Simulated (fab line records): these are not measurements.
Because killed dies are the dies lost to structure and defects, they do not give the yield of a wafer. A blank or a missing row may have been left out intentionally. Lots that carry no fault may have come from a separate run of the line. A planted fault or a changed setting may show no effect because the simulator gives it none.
fab line records    flow sky130
[record] lots = 12  wafers = 36  last-day = 50
route steps=708 shown FIELD_ISO@3 VT_ADJUST_NCORE@129 VT_ADJUST_HVTR@140 LI_CONTACT@385
lots untouched by any fault: they come from a run of this same line in which no faults occurred
start-h: start of the lot's first displayed wafer, in hours after the record's first day    wait-h: time in hours since the lot's previous step    " repeats the value in the row above    L1.1+2: several wafers, shown together as one row    - no value, or no start was given    * or withheld: withheld    < > ~ a bound
route shown NAME@n: NAME is a module with steps in the file, n the number in the route of the first one    usual: the fault-free wafers' mean and standard deviation    same: alike in all rows    chamber/n: place in a boat    sites: each site's reading    _std_site: standard deviation across them    _edge_site: outer sites' mean less inner sites'    radius-mm: for every site, how far away it sits from the centre of the wafer    mask NAME#n: copy n    behind: the last tool/chamber to shape the wafer    hold: cause of the lot's hold/its duration in hours/its outcome    device: names the non-switching transistor (n, p or np)    end of line: at the end of the route, the tests of the same wafers    where a step has no rows: the recipe by itself    killed: not the wafer's yield, but the dies lost to structure and defects at the first sort    map: per-die view of a wafer (x killed, . not killed, _ where there is no die)
set.NAME: the setting as run; set.NAME@STEP: as run at that earlier step    model.NAME: the simulator's own value behind a step, which no gauge read
steps of the route over a sample of lots; a table a step, a row a wafer
services: when a tool's chamber went out of use (start-h, in hours from the record's first day, below 0 if earlier), for how many hours, and the reason
[[steps]]
[step SKY_FIELD_ISO_THK_MEAS_02]
[recipe] reads = SiO2_of_FIELD_ISO_OXIDATION_01
[usual] FIELD_ISO_OXIDATION_00_THK = 11.97/0.21
lot.wafer  tool           chamber  start-h  wait-h  FIELD_ISO_OXIDATION_00_THK[nm]
L580.2     film-metro-02  -        17.39    0.0     12.04
L580.5     "              -        "        "       11.83
L580.6     "              -        "        "       11.79
L582.2     film-metro-01  -        26.73    0.0     12.06
L582.4     "              -        "        "       12.00
L582.6     "              -        "        "       12.13
L587.1     film-metro-02  -        51.67    0.0     11.57
L587.2     "              -        "        "       11.89
L587.5     "              -        "        "       11.70
L588.1     film-metro-01  -        56.63    0.0     12.10
L588.5     "              -        "        "       12.16
L588.6     "              -        "        "       11.84
L590.1     film-metro-02  -        67.48    0.0     11.91
L590.3     "              -        "        "       11.94
L590.5     "              -        "        "       11.94
L596.1     film-metro-02  -        97.07    0.0     12.13
L596.3     "              -        "        "       11.77
L596.5     "              -        "        "       11.77
L597.4     film-metro-02  -        102.71   0.0     12.30
L597.5     "              -        "        "       12.08
L597.6     "              -        "        "       12.15
L598.3     film-metro-01  -        107.50   0.0     12.07
L598.5     "              -        "        "       11.98
L598.6     "              -        "        "       12.01
L599.1     film-metro-02  -        111.63   0.0     12.36
L599.2     "              -        "        "       12.59
L599.6     "              -        "        "       12.19
L600.2     film-metro-01  -        117.49   0.0     11.97
L600.4     "              -        "        "       11.70
L600.5     "              -        "        "       11.73
L601.1     film-metro-02  -        121.63   0.0     11.97
L601.2     "              -        "        "       12.05
L601.5     "              -        "        "       12.19
L602.3     film-metro-03  -        127.23   0.0     12.36
L602.5     "              -        "        "       12.30
L602.6     "              -        "        "       12.27
[step SKY_VT_ADJUST_NCORE_STRIP_10]
[recipe] chemistry = O2/N2  power-w = 1400  pressure-mtorr = 1500  platen-temp-c = withheld  o2-flow-sccm = 3000  n2-flow-sccm = 300  overash-fraction = 0.5
[usual] drypump-motor-current-A = 5.5/0.37  oes-product-au = 0.716/0.0048  strip-time-to-endpoint-s = 14.20/0.04
lot.wafer  tool             chamber  start-h  wait-h  drypump-motor-current-A  oes-product-au  rf-hours-counter-h  strip-time-to-endpoint-s
L580.2     plasma-asher-02  1        190.86   0.1     5.7                      0.713           49                  14.29
L580.5     "                0        "        "       4.9                      0.715           -                   14.23
L580.6     "                1        "        "       5.7                      0.712           -                   14.22
L582.2     plasma-asher-03  1        199.41   0.1     5.7                      0.707           7                   14.18
L582.4     "                0        "        "       6.0                      0.712           -                   14.23
L582.6     "                0        "        "       6.0                      0.714           -                   14.18
L587.1     plasma-asher-03  1        241.33   0.1     5.7                      0.730           11                  14.18
L587.2     "                0        "        "       6.0                      0.715           11                  14.20
L587.5     "                1        "        "       5.7                      0.717           -                   14.19
L588.1     plasma-asher-02  0        244.94   0.1     4.8                      0.725           54                  14.17
L588.5     "                1        "        "       5.7                      0.714           -                   14.18
L588.6     "                0        "        "       4.8                      0.719           -                   14.21
L590.1     plasma-asher-04  0        260.23   0.1     5.4                      0.723           58                  14.18
L590.3     "                1        "        "       5.6                      0.711           -                   14.13
L590.5     "                1        "        "       5.6                      0.715           -                   14.15
L596.1     plasma-asher-03  0        303.13   0.1     6.0                      0.718           18                  14.25
L596.3     "                1        "        "       5.7                      0.714           -                   14.16
L596.5     "                0        "        "       6.0                      0.717           -                   14.18
L597.4     plasma-asher-04  1        309.82   0.1     5.6                      0.717           -                   14.22
L597.5     "                1        "        "       5.6                      0.712           -                   14.25
L597.6     "                0        "        "       5.4                      0.716           -                   14.25
L598.3     plasma-asher-02  0        317.32   0.1     4.9                      0.714           -                   14.21
L598.5     "                0        "        "       4.9                      0.719           -                   14.21
L598.6     "                1        "        "       5.7                      0.710           -                   14.20
L599.1     plasma-asher-02  0        324.46   0.1     4.8                      0.708           62                  14.13
L599.2     "                1        "        "       5.7                      0.709           62                  14.14
L599.6     "                0        "        "       4.9                      0.720           -                   14.19
L600.2     plasma-asher-02  0        334.06   0.1     4.8                      0.713           63                  14.16
L600.4     "                1        "        "       5.7                      0.717           -                   14.21
L600.5     "                0        "        "       4.9                      0.710           -                   14.24
L601.1     plasma-asher-02  0        338.99   0.1     4.9                      0.717           64                  14.21
L601.2     "                1        "        "       5.7                      0.715           64                  14.17
L601.5     "                1        "        "       5.7                      0.716           -                   14.19
L602.3     plasma-asher-02  1        346.00   0.1     5.7                      0.723           -                   14.17
L602.5     "                0        "        "       4.8                      0.718           -                   14.25
L602.6     "                1        "        "       5.7                      0.716           -                   14.20
[step SKY_VT_ADJUST_HVTR_IMPLANT_09]
[recipe] species = B  energy-kev = 10  dose-cm2 = 2.1e+12  tilt-deg = withheld
[usual] dose-ions-cm2 = 2.0998e+12/2.1e+09  faraday-current-uA = 11.83/0.24
[same] implant-ion-amu = 11
lot.wafer  tool          chamber  start-h  wait-h  dose-ions-cm2  faraday-current-uA
L580.2     implanter-03  0        212.21   0.0     2.099e+12      11.84
L580.5     "             0        "        "       2.1e+12        11.73
L580.6     "             0        "        "       2.0989e+12     12.07
L582.2     implanter-02  0        221.28   0.0     2.1024e+12     11.60
L582.4     "             0        "        "       2.0981e+12     11.97
L582.6     "             0        "        "       2.0992e+12     11.70
L587.1     implanter-01  0        265.54   0.0     2.097e+12      11.84
L587.2     "             0        "        "       2.1007e+12     11.77
L587.5     "             0        "        "       2.0978e+12     11.88
L588.1     implanter-02  0        268.78   0.0     1.2008e+12     6.85
L588.5     "             0        "        "       1.1988e+12     6.85
L588.6     "             0        "        "       1.2024e+12     6.86
L590.1     implanter-02  0        284.44   0.0     1.196e+12      6.66
L590.3     "             0        "        "       1.1962e+12     6.76
L590.5     "             0        "        "       1.1934e+12     6.76
L596.1     implanter-01  0        329.28   0.0     2.098e+12      11.77
L596.3     "             0        "        "       2.1021e+12     12.05
L596.5     "             0        "        "       2.1027e+12     11.87
L597.4     implanter-01  0        336.36   0.1     2.1026e+12     11.68
L597.5     "             0        "        "       2.101e+12      11.64
L597.6     "             0        "        "       2.101e+12      12.00
L598.3     implanter-03  0        344.38   0.1     2.1016e+12     11.79
L598.5     "             0        "        "       2.0982e+12     11.23
L598.6     "             0        "        "       2.1025e+12     12.37
L599.1     implanter-01  0        350.78   0.0     2.0989e+12     12.10
L599.2     "             0        "        "       2.0974e+12     11.90
L599.6     "             0        "        "       2.101e+12      11.78
L600.2     implanter-03  0        362.03   0.0     2.0972e+12     11.54
L600.4     "             0        "        "       2.1031e+12     11.92
L600.5     "             0        "        "       2.0976e+12     11.39
L601.1     implanter-03  0        367.00   0.0     2.1001e+12     11.93
L601.2     "             0        "        "       2.1025e+12     11.83
L601.5     "             0        "        "       2.0983e+12     11.38
L602.3     implanter-02  0        374.49   0.1     2.0972e+12     11.53
L602.5     "             0        "        "       2.0981e+12     11.65
L602.6     "             0        "        "       2.0979e+12     11.68
[step SKY_VT_ADJUST_HVTR_TW_MEAS_11]
[usual] VT_ADJUST_HVTR_TW = 210.8/1.2
lot.wafer  tool           chamber  start-h  wait-h  hold                      VT_ADJUST_HVTR_TW
L580.2     film-metro-04  -        212.44   0.1     -                         213.1
L580.5     "              -        "        "       -                         211.7
L580.6     "              -        "        "       -                         212.3
L582.2     film-metro-02  -        221.51   0.1     -                         210.0
L582.4     "              -        "        "       -                         210.6
L582.6     "              -        "        "       -                         209.9
L587.1     film-metro-03  -        265.79   0.1     -                         208.9
L587.2     "              -        "        "       -                         208.6
L587.5     "              -        "        "       -                         209.4
L588.1     film-metro-04  -        269.03   0.1     await-dispo/0.2h/release  181.2
L588.5     "              -        "        "       await-dispo/0.2h/release  181.4
L588.6     "              -        "        "       await-dispo/0.2h/release  182.3
L588.1     film-metro-04  -        269.26   0.2     -                         180.5
L588.5     "              -        "        "       -                         181.2
L588.6     "              -        "        "       -                         180.8
L590.1     film-metro-02  -        284.69   0.1     await-dispo/0.2h/release  177.8
L590.3     "              -        "        "       await-dispo/0.2h/release  178.5
L590.5     "              -        "        "       await-dispo/0.2h/release  178.3
L590.1     film-metro-02  -        284.92   0.2     -                         178.4
L590.3     "              -        "        "       -                         179.2
L590.5     "              -        "        "       -                         177.9
L596.1     film-metro-02  -        329.53   0.1     -                         210.9
L596.3     "              -        "        "       -                         210.5
L596.5     "              -        "        "       -                         210.0
L597.4     film-metro-03  -        336.56   0.1     -                         210.8
L597.5     "              -        "        "       -                         210.4
L597.6     "              -        "        "       -                         210.2
L598.3     film-metro-04  -        344.60   0.1     -                         212.0
L598.5     "              -        "        "       -                         210.5
L598.6     "              -        "        "       -                         211.5
L599.1     film-metro-04  -        351.03   0.1     -                         210.5
L599.2     "              -        "        "       -                         211.2
L599.6     "              -        "        "       -                         210.2
L600.2     film-metro-03  -        362.26   0.1     -                         210.3
L600.4     "              -        "        "       -                         209.2
L600.5     "              -        "        "       -                         208.9
L601.1     film-metro-03  -        367.25   0.1     -                         209.1
L601.2     "              -        "        "       -                         209.7
L601.5     "              -        "        "       -                         209.1
L602.3     film-metro-02  -        374.71   0.1     -                         210.2
L602.5     "              -        "        "       -                         211.4
L602.6     "              -        "        "       -                         210.5
[step SKY_LI_CONTACT_THK_MEAS_23]
[recipe] thk-meas-gauge = xrf  reads = W_of_LI_CONTACT_CVD_21
[usual] LI_CONTACT_W_THK = 403/9.2
lot.wafer  tool           chamber  start-h  wait-h  LI_CONTACT_W_THK[nm]
L580.2     film-metro-03  -        682.76   0.1     404
L580.5     "              -        "        "       401
L580.6     "              -        "        "       411
L582.2     film-metro-01  -        697.97   0.1     391
L582.4     "              -        "        "       405
L582.6     "              -        "        "       401
L588.1     film-metro-03  -        748.14   0.1     398
L588.5     "              -        "        "       408
L588.6     "              -        "        "       408
L587.1     film-metro-03  -        749.89   0.1     406
L587.2     "              -        "        "       401
L587.5     "              -        "        "       400
L590.1     film-metro-04  -        769.80   0.1     401
L590.3     "              -        "        "       399
L590.5     "              -        "        "       401
L596.1     film-metro-01  -        810.40   0.1     402
L596.3     "              -        "        "       406
L596.5     "              -        "        "       400
L597.4     film-metro-03  -        820.73   0.1     406
L597.5     "              -        "        "       403
L597.6     "              -        "        "       409
L599.1     film-metro-04  -        833.34   0.1     411
L599.2     "              -        "        "       391
L599.6     "              -        "        "       412
L598.3     film-metro-04  -        833.88   0.1     400
L598.5     "              -        "        "       398
L598.6     "              -        "        "       402
L600.2     film-metro-01  -        854.30   0.1     391
L600.4     "              -        "        "       396
L600.5     "              -        "        "       391
L601.1     film-metro-04  -        854.61   0.1     391
L601.2     "              -        "        "       414
L601.5     "              -        "        "       407
L602.3     film-metro-04  -        855.59   0.1     413
L602.5     "              -        "        "       410
L602.6     "              -        "        "       386
[[services]]
tool             chamber  start-h  hours  kind
implanter-03     -        182.22   4.0    repair
implanter-01     -        185.86   2.3    repair
implanter-01     -        189.56   1.5    repair
implanter-01     -        199.50   4.6    repair
implanter-01     -        205.82   2.4    repair
implanter-02     -        212.96   3.4    repair
implanter-03     -        235.34   3.6    pm
implanter-02     -        238.35   4.2    repair
implanter-01     -        246.41   2.1    repair
implanter-03     -        259.44   17.0   repair
implanter-01     -        309.73   3.2    repair
plasma-asher-03  -        320.86   18.4   repair
implanter-01     -        324.21   3.2    pm
plasma-asher-03  -        355.12   1.9    repair
plasma-asher-03  -        361.20   9.1    repair
plasma-asher-03  -        364.92   0.4    repair
implanter-03     -        369.26   33.0   repair
implanter-01     -        370.01   2.0    repair
[[key]]
[first-sign] step = SKY_VT_ADJUST_HVTR_IMPLANT_09  reading = dose-ions-cm2  direction = down  sigmas = 99+  usual = *  struck = *
[effect] step = SKY_VT_ADJUST_HVTR_IMPLANT_09  reading = faraday-current-uA  direction = down  sigmas = 21  usual = 11.83  struck = 6.79
[effect] step = SKY_VT_ADJUST_HVTR_TW_MEAS_11  reading = visit  direction = added
[effect] step = SKY_VT_ADJUST_HVTR_TW_MEAS_11  reading = VT_ADJUST_HVTR_TW  direction = down  sigmas = 25  usual = 210.8  struck = 179.9
met-at SKY_VT_ADJUST_HVTR_IMPLANT_09
struck-lots L588,L590
tester-left-out L588,L590
not-acting-at SKY_FIELD_ISO_THK_MEAS_02,SKY_VT_ADJUST_NCORE_STRIP_10,SKY_LI_CONTACT_THK_MEAS_23
onset-between 221.28 268.78
[fault] kind = process-parameter-drift  tool = implanter-02  chamber = -  onset-h = 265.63  steps = SKY_VT_ADJUST_HVTR_IMPLANT_09  channel = dose-cm2  offset = *  shape = step  end-h = 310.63  acts-in = *  stated = *
// tester-left-out: of these lots the tester's yield and bins aren't shown, on N5 and GAA mostly nor the transistor test; their killed dies are dies lost to structure and defects alone, not to doping, threshold or leakage, so they don't give the yield
